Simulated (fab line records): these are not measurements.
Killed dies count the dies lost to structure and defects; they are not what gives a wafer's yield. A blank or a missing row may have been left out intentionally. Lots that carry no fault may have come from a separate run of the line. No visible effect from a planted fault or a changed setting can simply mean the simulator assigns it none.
Which tool did it? -- flow sky130 -- 39 wafers from 13 lots sampled at 4 of the route's 708 steps

## WHAT THE GAUGES READ, wafer by wafer
SKY_POLY_GATE_CD_MEAS_22.
lot,measured,on,cd-nm (nm)
L126,day 17 03:56,cd-sem-02,150.9 153.8 150.1
L128,day 17 22:17,cd-sem-01,143.3 146.1 151.1
L130,day 19 01:08,cd-sem-02,146.9 144.4 145.3
L131,day 19 02:23,cd-sem-02,151.6 146.1 147.0
L132,day 19 07:08,cd-sem-01,150.8 149.8 152.0
L134,day 20 03:21,cd-sem-01,151.1 157.0 155.2
L135,day 20 09:08,cd-sem-02,148.7 150.0 143.8
L136,day 20 17:07,cd-sem-01,146.6 149.9 145.0
L143,day 23 01:59,cd-sem-01,145.1 149.1 151.0
L145,day 23 18:13,cd-sem-01,149.8 152.0 150.0
L146,day 23 21:02,cd-sem-02,148.3 148.1 148.9
L147,day 24 15:51,cd-sem-01,148.7 150.1 147.2
L148,day 24 22:26,cd-sem-01,146.8 147.6 151.5

SKY_LDD_HVP_OVL_MEAS_07.
lot,measured,on,LDD_HVP_OVL (nm)
L126,day 22 05:46,overlay-02,-0.5 -2.5 0.0
L128,day 23 03:14,overlay-01,0.4 -2.0 0.5
L130,day 24 04:35,overlay-01,0.4 0.3 1.0
L131,day 24 06:24,overlay-01,-3.3 0.0 -0.8
L132,day 24 11:12,overlay-01,-1.8 -2.4 -0.1
L134,day 25 06:10,overlay-01,-0.2 0.0 -1.2
L135,day 25 11:40,overlay-02,0.3 -1.6 -0.5
L136,day 25 20:10,overlay-01,1.5 1.5 -1.2
L143,day 28 01:43,overlay-02,-1.9 0.0 0.1
L145,day 28 18:46,overlay-02,-2.1 -1.9 -2.1
L146,day 28 21:34,overlay-02,1.0 1.1 2.8
L147,day 29 13:49,overlay-01,-0.1 -0.1 -0.8
L148,day 29 20:30,overlay-01,2.0 -0.3 -0.2

## EACH LOT AND THE TOOL THAT RAN IT (in order: tool; ch and the chambers of the sampled wafers; start)
lot,SKY_POLY_GATE_STRIP_18,SKY_LDD_HVP_DEVELOP_06
L126,"plasma-asher-03 ch 0, day 17 01:46","litho-track-02 ch 0, day 22 05:37"
L128,"plasma-asher-01 ch 0,1, day 17 20:46","litho-track-02 ch 0, day 23 03:08"
L130,"plasma-asher-04 ch 1, day 18 23:40","litho-track-04 ch 0, day 24 04:26"
L131,"plasma-asher-04 ch 0,1, day 19 00:56","litho-track-01 ch 0, day 24 06:15"
L132,"plasma-asher-01 ch 0,1, day 19 05:39","litho-track-04 ch 0, day 24 11:05"
L134,"plasma-asher-04 ch 0,1, day 20 01:20","litho-track-02 ch 0, day 25 06:02"
L135,"plasma-asher-03 ch 0,1, day 20 05:35","litho-track-02 ch 0, day 25 11:31"
L136,"plasma-asher-03 ch 0,1, day 20 14:26","litho-track-02 ch 0, day 25 20:01"
L143,"plasma-asher-01 ch 0,1, day 22 23:11","litho-track-02 ch 0, day 28 01:35"
L145,"plasma-asher-04 ch 0,1, day 23 15:53","litho-track-02 ch 0, day 28 18:37"
L146,"plasma-asher-04 ch 0,1, day 23 18:53","litho-track-01 ch 0, day 28 21:25"
L147,"plasma-asher-03 ch 0,1, day 24 14:22","litho-track-01 ch 0, day 29 13:40"
L148,"plasma-asher-01 ch 0,1, day 24 20:56","litho-track-04 ch 0, day 29 20:25"
- SKY_POLY_GATE_STRIP_18: strips in O2/N2.
- SKY_LDD_HVP_DEVELOP_06: develop time 57.28 s.

## AS READ BY THE TOOLS THEMSELVES (means over the sampled wafers that have a number; for cases with no such wafer, the mark the record gives instead)
SKY_POLY_GATE_STRIP_18.
lot,tool,chamber-pressure-mTorr (mTorr),drypump-motor-current-A (A),n2-flow-sccm (sccm),oes-product-au (a.u.),strip-time-to-endpoint-s (s)
L126,plasma-asher-03,1501.0,5.7,298.9,0.361,3.23
L128,plasma-asher-01,1501.2,6.6,301.0,0.361,3.18
L130,plasma-asher-04,1500.6,5.8,300.0,0.368,3.20
L131,plasma-asher-04,1500.3,6.2,300.0,0.367,3.30
L132,plasma-asher-01,1500.4,6.5,299.7,0.361,3.25
L134,plasma-asher-04,1499.8,6.2,300.6,0.361,3.19
L135,plasma-asher-03,1501.8,6.2,299.9,0.361,3.21
L136,plasma-asher-03,1499.0,5.9,300.1,0.368,3.21
L143,plasma-asher-01,1500.1,6.6,299.2,0.358,3.16
L145,plasma-asher-04,1500.5,6.2,300.4,0.359,3.20
L146,plasma-asher-04,1499.8,6.2,300.2,0.364,3.24
L147,plasma-asher-03,1499.6,5.9,298.7,0.365,3.23
L148,plasma-asher-01,1500.3,6.5,300.4,0.364,3.17

SKY_LDD_HVP_DEVELOP_06.
lot,tool,developer-temp-C (C)
L126,litho-track-02,22.92
L128,litho-track-02,23.07
L130,litho-track-04,23.06
L131,litho-track-01,23.08
L132,litho-track-04,23.05
L134,litho-track-02,23.09
L135,litho-track-02,23.08
L136,litho-track-02,23.10
L143,litho-track-02,22.12
L145,litho-track-02,21.88
L146,litho-track-01,23.14
L147,litho-track-01,22.92
L148,litho-track-04,23.02

## THE ANSWER, worked out from the rows above alone
Rule: the lots themselves supply what counts as usual. Put in order of their means at a reading, lots are off if they are a third of the lots or fewer, leave a main group of 4 or more, and stand apart from it by a gap of 3 or more times the standard deviation of the main group's means; of several such gaps the widest counts. The tables above print the reading to a certain number of digits; a main group whose means all agree to those digits is not used. A lot without any number at a reading at which 4 lots or more have one is off too. Any other lot the step has rows for is counted as sound. Order of review: gauges by route order, followed by the tools' own readings, for which a lot's mean as printed above is used. At the first step where some lot is off, the reading lying furthest off is the one used; lots without a number count as furthest.
Off: L143, L145, at SKY_LDD_HVP_DEVELOP_06 (developer-temp-C). Mean 23.05 C and standard deviation 0.067 in the main group.
If a tool, at that step or one of the process steps before it, ran each lot that is off and ran no sound lot following the first of them, it fits. One fits: litho-track-02 at SKY_LDD_HVP_DEVELOP_06. Its last sound lot is L136 (day 25 20:01), its first lot that is off L143 (day 28 01:35): a fault that began between those two fits.
On the lots that are off, the tool's own readings at SKY_LDD_HVP_DEVELOP_06 differ by more than 5 times the standard deviation of the sound lots' means, which bears it out; developer-temp-C reads 22.00 C there versus 23.05 C on the sound lots.

## WHAT WAS PUT IN BY THE SIMULATOR
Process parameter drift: litho-track-02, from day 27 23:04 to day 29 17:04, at SKY_LDD_HVP_DEVELOP_06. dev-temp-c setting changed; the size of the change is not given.
Lots struck among those shown: L143, L145. The rule above found the same.
